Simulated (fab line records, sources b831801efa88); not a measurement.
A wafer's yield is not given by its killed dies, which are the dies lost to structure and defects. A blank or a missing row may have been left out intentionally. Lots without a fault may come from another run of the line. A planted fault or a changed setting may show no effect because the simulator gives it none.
Check of tool commonality | flow sky130 | 36 wafers sampled across 12 lots

## WHY THIS WAS OPENED
Of 12 lots, 2 have the reading SD_N_RS flagged at SKY_SD_N_RS_MEAS_16. Wafers without a fault read 68.59 ohm/sq, standard deviation 0.1.
Rule: flag the lot when none of its wafers has a number, or when each of its wafers that has one lies beyond 4 standard deviations from that mean. As for the other lots, they are considered sound.

lot  | measured     | on            | SD_N_RS (ohm/sq), wafer by wafer | flag
L667 | day 27 18:43 | film metro-02 | 68.69 68.61 68.61                |
L671 | day 29 03:19 | film metro-01 | 68.51 68.56 68.35                |
L676 | day 30 20:23 | film metro-04 | 66.47 66.38 66.33                | FLAGGED
L677 | day 31 06:40 | film metro-01 | 66.46 66.51 66.46                | FLAGGED
L680 | day 32 05:13 | film metro-04 | 68.65 68.65 68.62                |
L682 | day 33 01:38 | film metro-02 | 68.59 68.77 68.52                |
L684 | day 33 16:35 | film metro-04 | 68.80 68.71 68.50                |
L685 | day 34 00:07 | film metro-01 | 68.60 68.53 68.51                |
L686 | day 34 17:34 | film metro-01 | 68.61 68.60 68.63                |
L687 | day 34 19:56 | film metro-01 | 68.49 68.42 68.58                |
L688 | day 35 01:26 | film metro-02 | 68.60 68.65 68.79                |
L689 | day 35 05:34 | film metro-01 | 68.61 68.54 68.47                |
On average the flagged lots' numbers are 66.44 ohm/sq, which is -2.16 ohm/sq against the usual, or -22 standard deviations.

## WHICH TOOL RAN EACH LOT
The record holds 1 process step before the reading, out of a route of 708 steps. Every cell lists first the tool, next ch and the chambers used by the sampled wafers, and last the start.
lot  | flag    | SKY_SD_N_RTA_14
L667 |         | rtp anneal-01 ch 0, day 27 18:31
L671 |         | rtp anneal-01 ch 0, day 29 03:08
L676 | FLAGGED | rtp anneal-01 ch 0, day 30 20:13
L677 | FLAGGED | rtp anneal-01 ch 0, day 31 06:29
L680 |         | rtp anneal-02 ch 0, day 32 05:02
L682 |         | rtp anneal-02 ch 0, day 33 01:27
L684 |         | rtp anneal-02 ch 0, day 33 16:25
L685 |         | rtp anneal-01 ch 0, day 33 23:55
L686 |         | rtp anneal-02 ch 0, day 34 17:24
L687 |         | rtp anneal-01 ch 0, day 34 19:45
L688 |         | rtp anneal-02 ch 0, day 35 01:16
L689 |         | rtp anneal-01 ch 0, day 35 05:22
What the steps here do:
- SKY_SD_N_RTA_14: time 2 s.
- SKY_SD_N_RS_MEAS_16: measures by four-point-probe.

## FLAGGED AGAINST TOTAL, ONE TOOL AT A TIME (gauges that did the reading follow at the end)
step                | tool          | lots run | flagged | share of the flagged lots | sound lots run after its first flagged lot
SKY_SD_N_RTA_14     | rtp anneal-01 | 7        | 2       | all                       | 3 (L685,L687,L689)
SKY_SD_N_RTA_14     | rtp anneal-02 | 5        | 0       | none                      | -
SKY_SD_N_RS_MEAS_16 | film metro-01 | 6        | 1       | some                      | 4 (L685,L686,L687,L689)
SKY_SD_N_RS_MEAS_16 | film metro-02 | 3        | 0       | none                      | -
SKY_SD_N_RS_MEAS_16 | film metro-04 | 3        | 1       | some                      | 2 (L680,L684)

## THE TABLE: WHAT IT ALLOWS
In the table, 1 row covers all flagged lots: rtp anneal-01 at SKY_SD_N_RTA_14.
- rtp anneal-01 at SKY_SD_N_RTA_14: 2 of its 7 lots flagged. Lots that were sound ran on it after the first flagged one (L685, L687, L689); a persistent fault on the entire tool would not allow that. Its own readings (wafer_temp_C_max) fall more than 4 standard deviations out on all wafers of the flagged lots.
No row of the table ran every flagged lot and no sound lot after the first.

## WHAT THE SIMULATOR HAD PUT IN
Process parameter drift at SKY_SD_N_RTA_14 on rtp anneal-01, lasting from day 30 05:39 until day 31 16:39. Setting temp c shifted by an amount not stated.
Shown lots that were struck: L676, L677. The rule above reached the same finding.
